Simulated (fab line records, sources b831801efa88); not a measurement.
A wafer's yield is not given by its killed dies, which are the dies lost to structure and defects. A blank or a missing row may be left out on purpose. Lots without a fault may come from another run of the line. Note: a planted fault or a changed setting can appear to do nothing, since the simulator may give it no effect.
One fault seen from 2 desks :: flow sky130 :: what lay behind the numbers comes last; until then each desk has only its own

== FOR THE TOOL OWNER'S DESK: pvd-sputter-01 ==
At SKY_LI_CONTACT_SPUTTER_20 (material TiN, target thk 20 nm, time 80 s) the tool's own readings: per lot run on this tool, the mean of the sampled wafers that have a number. Marked OUT: a lot whose mean sits more than 4 standard deviations from the usual mean, which makes it out of limits; the brackets give that distance.
Columns: A = throttle-valve-pct at SKY_LI_CONTACT_SPUTTER_20, usual 30.3 %
lot: L569
first seen here: day 33 11:57
A: 31.0

lot: L574
first seen here: day 35 08:25
A: 31.1

lot: L576
first seen here: day 35 23:50
A: 30.4

lot: L578
first seen here: day 36 06:34
A: 31.6
This desk's verdict: no lot among the 4 shows anything out of limits.

== THE METROLOGY DESK ==
What the gauges read for every lot (on any tool): the sampled wafers with a number, averaged. Marked OUT: a lot whose mean sits more than 4 standard deviations from the usual mean, which makes it out of limits; the brackets give that distance.
Columns: A = cd-nm at SKY_LI_CONTACT_CD_MEAS_12, usual 170.0 nm; B = LI_CONTACT_OVL at SKY_LI_CONTACT_OVL_MEAS_13, usual -5 nm
lot: L558
first seen here: day 29 10:46
A: 169.7
B: -10

lot: L568
first seen here: day 33 09:13
A: 170.5
B: -4

lot: L569
first seen here: day 33 11:17
A: 167.1
B: -4

lot: L574
first seen here: day 35 07:46
A: 169.9
B: -2

lot: L576
first seen here: day 35 23:11
A: 171.1
B: -9

lot: L578
first seen here: day 36 05:53
A: 169.6
B: -2

lot: L579
first seen here: day 36 08:35
A: 171.2
B: -7
This desk's verdict: no lot among the 7 shows anything out of limits.

== ALL TOGETHER ==
The desk of the tool owner found nothing out of limits.
Nothing out of limits was seen by the metrology desk.

== WHAT WAS PUT IN BY THE SIMULATOR ==
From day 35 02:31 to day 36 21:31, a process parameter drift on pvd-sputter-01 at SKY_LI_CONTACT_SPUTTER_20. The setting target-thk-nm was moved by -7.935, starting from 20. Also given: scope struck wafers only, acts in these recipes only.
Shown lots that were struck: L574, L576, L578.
